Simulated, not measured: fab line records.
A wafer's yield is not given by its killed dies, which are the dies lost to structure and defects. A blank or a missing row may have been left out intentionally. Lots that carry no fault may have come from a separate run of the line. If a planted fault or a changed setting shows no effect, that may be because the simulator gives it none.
Which of the tools did it? ; flow sky130 ; 6 lots with 18 wafers sampled at 3 steps, on a route of 708 steps

== WHAT THE GAUGES SHOWED, per wafer ==
SKY_VIA2_RS_MEAS_22: the measuring method here is four-point-probe.
lot;measured;on;VIA2_W_RS (ohm/sq)
L510;day 37 10:50;filmMetro-01;0.273 0.270 0.270
L512;day 37 22:22;filmMetro-02;0.278 0.274 0.280
L516;day 39 05:16;filmMetro-02;0.272 0.276 0.271
L519;day 40 02:56;filmMetro-01;0.273 0.271 0.269
L527;day 43 00:44;filmMetro-03;0.275 0.275 0.276
L529;day 44 12:02;filmMetro-02;0.276 0.274 0.271

== WHICH TOOL RAN EACH LOT (tool, then ch and the chambers of the sampled wafers, then the start) ==
lot;SKY_VIA2_DEVELOP_11;SKY_VIA2_ETCH_15
L510;lithoTrack-04 ch 0, day 37 09:00;rieDiel-01 ch 2,3, day 37 09:57
L512;lithoTrack-02 ch 0, day 37 21:00;rieDiel-01 ch 0,1,2, day 37 21:31
L516;lithoTrack-03 ch 0, day 39 04:00;rieDiel-02 ch 0,1,3, day 39 04:23
L519;lithoTrack-03 ch 0, day 40 01:00;rieDiel-01 ch 0,1,2, day 40 02:02
L527;lithoTrack-02 ch 0, day 42 23:00;rieDiel-01 ch 0,1,3, day 42 23:52
L529;lithoTrack-03 ch 0, day 44 10:00;rieDiel-03 ch 0,2,3, day 44 11:11
- SKY_VIA2_DEVELOP_11: develop time 60 s.
- SKY_VIA2_ETCH_15: etches SiO2 in C4F8/O2/Ar, stops on TiN, target depth 546 nm, time 84 s.

== THE ANSWER, worked out from the rows above alone ==
Rule: what is usual is taken from the lots themselves. Put in order of their means at a reading, lots are off if they are a third of the lots or fewer, leave a main group of 4 or more, and stand apart from it by a gap of 3 or more times the standard deviation of the main group's means; of several such gaps the widest counts. The tables above print the reading to a certain number of digits; a main group whose means all agree to those digits is not used. Also off: a lot with no number at a reading for which 4 or more lots have one. The other lots that the step has rows for count as sound.
Across all readings shown, no lot is off: no conclusion can be drawn from this.

== WHAT THE SIMULATOR HAD PUT IN ==
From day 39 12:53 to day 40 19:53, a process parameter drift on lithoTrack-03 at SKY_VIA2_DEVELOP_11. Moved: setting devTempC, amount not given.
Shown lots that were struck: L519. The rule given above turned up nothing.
